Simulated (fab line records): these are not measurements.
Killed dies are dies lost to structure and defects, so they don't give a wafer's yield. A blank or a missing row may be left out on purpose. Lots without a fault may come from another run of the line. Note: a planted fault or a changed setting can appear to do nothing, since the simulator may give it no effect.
A lot that was struck, set against a sound lot :: flow sky130 :: 15 steps out of a route of 708
Sound: these wafers, L542.2, L542.4, L542.5. The struck wafers were L551.1, L551.4, L551.6. The cause is given at the end.
Order at every step that has rows: each side's tool, ch and its chambers, its first start. Under that, the readings that differ: sound wafers :: struck wafers :: difference of the means :: sigmas: that difference in standard deviations of wafers without a fault.
alike: readings with means less than 2 such deviations apart, plus words and numbers identical on both sides. not compared: withheld readings, readings lacking a value on some wafer, bounds such as >300 that could conceal the same value, and numbers that have no deviation in the record and whose values overlap.
The two part at a step that has a row with sigmas, a row that says differs or no value, or rows on one side only. Numbers that don't overlap but have no deviation are shown without sigmas and don't part them. A reading missing from all wafers of one side parts the sides only when that side holds two or more wafers.

SKY_FIELD_ISO_THK_MEAS_02:
  sound: film-metro-04 at day 2 03:56; struck: film-metro-03 at day 4 00:20
  alike: FIELD_ISO_OXIDATION_00_THK
then, 1 step without rows for these wafers: SKY_FIELD_ISO_CVD_03 (deposits Si3N4 from DCS/NH3, target thk 165 nm, time 2830 s).
SKY_FIELD_ISO_THK_MEAS_04:
  sound: film-metro-03 at day 2 05:47; struck: film-metro-03 at day 4 02:11
  alike: FIELD_ISO_CVD_03_THK
then, 8 steps without rows for these wafers: SKY_FIELD_ISO_DEHYDRATE_05 (time 60 s); SKY_FIELD_ISO_HMDS_06 (prime time 60 s); SKY_FIELD_ISO_COAT_07 (resist thk 60 nm); SKY_FIELD_ISO_COAT_08 (resist thk 450 nm); SKY_FIELD_ISO_SOFTBAKE_09 (time 90 s); SKY_FIELD_ISO_EXPOSE_10 (exposes mask FOM, target cd 150 nm); SKY_FIELD_ISO_PEB_11; SKY_FIELD_ISO_DEVELOP_12 (develop time 60 s).
SKY_FIELD_ISO_CD_MEAS_13: the cd target is 150 nm.
  sound: cd-sem-02 at day 2 20:44; struck: cd-sem-02 at day 4 18:39
  alike: cd-nm
SKY_FIELD_ISO_ETCH_14: etches BARC in N2/H2, stops on SiO2, time 45.9 s, target depth 60 nm.
  sound on rie-diel-04 ch 0,1,2, day 2 20:50; struck on rie-diel-04 ch 1,2,3, day 4 18:46
reading: bias-w (W)
sound: 100.3 99.6 100.6
struck: 83.9 83.5 83.1
difference: -16.7
sigmas: -51
  alike: chamber-pressure-mTorr, drypump-motor-current-A, oes-product-au, throttle-valve-pct
  not compared: rf-hours-counter-h, model.KrF-thick_of_FIELD_ISO_COAT_08.thk-nm
SKY_FIELD_ISO_ETCH_15: etches the open film in CHF3/O2, stops on Si, target depth 180 nm, time 72 s.
  sound on rie-diel-04 ch 0,1,2, day 2 20:53; struck on rie-diel-04 ch 1,2,3, day 4 18:49
  alike: bias-w, chamber-pressure-mTorr, drypump-motor-current-A, oes-product-au, throttle-valve-pct
  not compared: rf-hours-counter-h
after that, 1 step had no rows for these wafers: SKY_PAD_OPEN_PROBE_99.

== WHERE THEY PART ==
Only at SKY_FIELD_ISO_ETCH_14, as far as this record shows. Later steps at which nothing parts them and some readings are alike: SKY_FIELD_ISO_ETCH_15.

WHY: whatever the simulator had introduced
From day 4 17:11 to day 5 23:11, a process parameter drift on rie-diel-04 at SKY_FIELD_ISO_ETCH_14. Setting bias-w shifted by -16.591 from 100. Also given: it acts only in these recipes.
